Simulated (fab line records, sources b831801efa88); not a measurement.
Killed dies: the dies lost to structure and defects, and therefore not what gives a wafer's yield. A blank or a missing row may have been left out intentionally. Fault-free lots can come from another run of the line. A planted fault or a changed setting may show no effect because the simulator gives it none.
Split-lot experiment :: flow sfq_line :: 23 wafers read across 5 lots, on a route 325 steps long

## THE SPLIT ITSELF
At SFQ_TRILAYER_M8_LITHO_COAT_193 (resist thk 600 nm), the setting resist_thk_nm was moved away from the recipe's 600 nm on 11 of the 23 wafers read, by -5.2% to +2.9%. The other wafers ran this setting at the recipe's value.

The reading is taken at the split's own step.

## THE READING
KrF_of_TRILAYER_M8_LITHO_COAT_193.thk_nm (the simulator's own value, which no gauge read), in nm, at SFQ_TRILAYER_M8_LITHO_COAT_193 (resist thk 600 nm). There is no usual value for it anywhere in the file. Here, 12 wafers ran the recipe; their average is 600.8 nm with a standard deviation of 2.3 nm.

wafer: L075.1
tool, chamber at the split: litho_track-01, 0
resist_thk_nm as run, nm: 617.6
against the recipe: +2.9%
KrF_of_TRILAYER_M8_LITHO_COAT_193.thk_nm, nm: 618.4
against lot-mates on the recipe: +16.5

wafer: L075.2
tool, chamber at the split: litho_track-01, 0
resist_thk_nm as run, nm: 600
against the recipe: recipe
KrF_of_TRILAYER_M8_LITHO_COAT_193.thk_nm, nm: 602
against lot-mates on the recipe: -

wafer: L075.3
tool, chamber at the split: litho_track-01, 0
resist_thk_nm as run, nm: 600
against the recipe: recipe
KrF_of_TRILAYER_M8_LITHO_COAT_193.thk_nm, nm: 600
against lot-mates on the recipe: -

wafer: L075.4
tool, chamber at the split: litho_track-01, 0
resist_thk_nm as run, nm: 600
against the recipe: recipe
KrF_of_TRILAYER_M8_LITHO_COAT_193.thk_nm, nm: 603.6
against lot-mates on the recipe: -

wafer: L075.5
tool, chamber at the split: litho_track-01, 0
resist_thk_nm as run, nm: 617.6
against the recipe: +2.9%
KrF_of_TRILAYER_M8_LITHO_COAT_193.thk_nm, nm: 618.3
against lot-mates on the recipe: +16.4

wafer: L076.1
tool, chamber at the split: litho_track-03, 0
resist_thk_nm as run, nm: 571.9
against the recipe: -4.7%
KrF_of_TRILAYER_M8_LITHO_COAT_193.thk_nm, nm: 568.1
against lot-mates on the recipe: -28.1

wafer: L076.2
tool, chamber at the split: litho_track-03, 0
resist_thk_nm as run, nm: 600
against the recipe: recipe
KrF_of_TRILAYER_M8_LITHO_COAT_193.thk_nm, nm: 595.7
against lot-mates on the recipe: -

wafer: L076.3
tool, chamber at the split: litho_track-03, 0
resist_thk_nm as run, nm: 571.9
against the recipe: -4.7%
KrF_of_TRILAYER_M8_LITHO_COAT_193.thk_nm, nm: 569.3
against lot-mates on the recipe: -27.0

wafer: L076.4
tool, chamber at the split: litho_track-03, 0
resist_thk_nm as run, nm: 600
against the recipe: recipe
KrF_of_TRILAYER_M8_LITHO_COAT_193.thk_nm, nm: 596.8
against lot-mates on the recipe: -

wafer: L076.5
tool, chamber at the split: litho_track-03, 0
resist_thk_nm as run, nm: 571.9
against the recipe: -4.7%
KrF_of_TRILAYER_M8_LITHO_COAT_193.thk_nm, nm: 570.2
against lot-mates on the recipe: -26.0

wafer: L079.1
tool, chamber at the split: litho_track-01, 0
resist_thk_nm as run, nm: 600
against the recipe: recipe
KrF_of_TRILAYER_M8_LITHO_COAT_193.thk_nm, nm: 602.3
against lot-mates on the recipe: -

wafer: L079.3
tool, chamber at the split: litho_track-01, 0
resist_thk_nm as run, nm: 585.4
against the recipe: -2.4%
KrF_of_TRILAYER_M8_LITHO_COAT_193.thk_nm, nm: 585.6
against lot-mates on the recipe: -16.2

wafer: L079.4
tool, chamber at the split: litho_track-01, 0
resist_thk_nm as run, nm: 585.4
against the recipe: -2.4%
KrF_of_TRILAYER_M8_LITHO_COAT_193.thk_nm, nm: 586.3
against lot-mates on the recipe: -15.5

wafer: L079.5
tool, chamber at the split: litho_track-01, 0
resist_thk_nm as run, nm: 585.4
against the recipe: -2.4%
KrF_of_TRILAYER_M8_LITHO_COAT_193.thk_nm, nm: 588.6
against lot-mates on the recipe: -13.2

wafer: L079.6
tool, chamber at the split: litho_track-01, 0
resist_thk_nm as run, nm: 600
against the recipe: recipe
KrF_of_TRILAYER_M8_LITHO_COAT_193.thk_nm, nm: 601.3
against lot-mates on the recipe: -

wafer: L082.1
tool, chamber at the split: litho_track-02, 0
resist_thk_nm as run, nm: 600
against the recipe: recipe
KrF_of_TRILAYER_M8_LITHO_COAT_193.thk_nm, nm: 600.3
against lot-mates on the recipe: -

wafer: L082.4
tool, chamber at the split: litho_track-02, 0
resist_thk_nm as run, nm: 600
against the recipe: recipe
KrF_of_TRILAYER_M8_LITHO_COAT_193.thk_nm, nm: 600.3
against lot-mates on the recipe: -

wafer: L082.2
tool, chamber at the split: litho_track-02, 0
resist_thk_nm as run, nm: 600
against the recipe: recipe
KrF_of_TRILAYER_M8_LITHO_COAT_193.thk_nm, nm: 600.6
against lot-mates on the recipe: -

wafer: L085.1
tool, chamber at the split: litho_track-02, 0
resist_thk_nm as run, nm: 568.5
against the recipe: -5.2%
KrF_of_TRILAYER_M8_LITHO_COAT_193.thk_nm, nm: 570.3
against lot-mates on the recipe: -32.8

wafer: L085.2
tool, chamber at the split: litho_track-02, 0
resist_thk_nm as run, nm: 568.5
against the recipe: -5.2%
KrF_of_TRILAYER_M8_LITHO_COAT_193.thk_nm, nm: 570.2
against lot-mates on the recipe: -32.9

wafer: L085.3
tool, chamber at the split: litho_track-02, 0
resist_thk_nm as run, nm: 568.5
against the recipe: -5.2%
KrF_of_TRILAYER_M8_LITHO_COAT_193.thk_nm, nm: 570.5
against lot-mates on the recipe: -32.6

wafer: L085.4
tool, chamber at the split: litho_track-02, 0
resist_thk_nm as run, nm: 600
against the recipe: recipe
KrF_of_TRILAYER_M8_LITHO_COAT_193.thk_nm, nm: 602.6
against lot-mates on the recipe: -

wafer: L085.6
tool, chamber at the split: litho_track-02, 0
resist_thk_nm as run, nm: 600
against the recipe: recipe
KrF_of_TRILAYER_M8_LITHO_COAT_193.thk_nm, nm: 603.6
against lot-mates on the recipe: -

THE FIT
A straight line over all 23 wafers: KrF_of_TRILAYER_M8_LITHO_COAT_193.thk_nm changes by +6.14 nm for each +1% of resist_thk_nm; r = +0.99; the points scatter about the line by 2.3 nm.
The same after taking each lot's own level away (the mean of its wafers on the recipe; 23 wafers): +5.97 nm for each +1%; r = +1.00; scatter 1.1 nm.
On that fit, the largest move of resist_thk_nm shifts the reading by 31 nm.
The span of the lots' own levels, 596.25 to 603.10 nm, comes to 2.9 times the standard deviation stated above.
So the lot-to-lot level changes the slope little: the two slopes agree.
Check: with one of the wafers moved furthest among these (-5.2%) left out of the fit, the line predicts -31.3 nm for it against its lot-mates. It came out at -32.8 nm against them.

## OTHER SPLITS ON THESE WAFERS
Note: prior to the reading, these wafers also went through further splits. Each is held against what the fit with the lots' levels taken away leaves over:
other split on the same wafers: SFQ_TRILAYER_M7_DEP_SPUTTER_175 time_s
wafers away from the commonest value: 9
r with KrF_of_TRILAYER_M8_LITHO_COAT_193.thk_nm (lot level and that fit taken away): +0.46

other split on the same wafers: SFQ_TRILAYER_M7_BARC_OPEN_METAL_ETCH_229 bias_w
wafers away from the commonest value: 8
r with KrF_of_TRILAYER_M8_LITHO_COAT_193.thk_nm (lot level and that fit taken away): -0.04

other split on the same wafers: SFQ_TRILAYER_I7_VIA_LITHO_COAT_192 resist_thk_nm
wafers away from the commonest value: 8
r with KrF_of_TRILAYER_M8_LITHO_COAT_193.thk_nm (lot level and that fit taken away): +0.24

other split on the same wafers: SFQ_TRILAYER_I7_VIA_BARC_OPEN_VIA_ETCH_260 time_s
wafers away from the commonest value: 7
r with KrF_of_TRILAYER_M8_LITHO_COAT_193.thk_nm (lot level and that fit taken away): +0.24

## THE FILE'S OWN FIT
KrF_of_TRILAYER_M8_LITHO_COAT_193.thk_nm changes by +5.99 nm for each +1% of resist_thk_nm, r = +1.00.
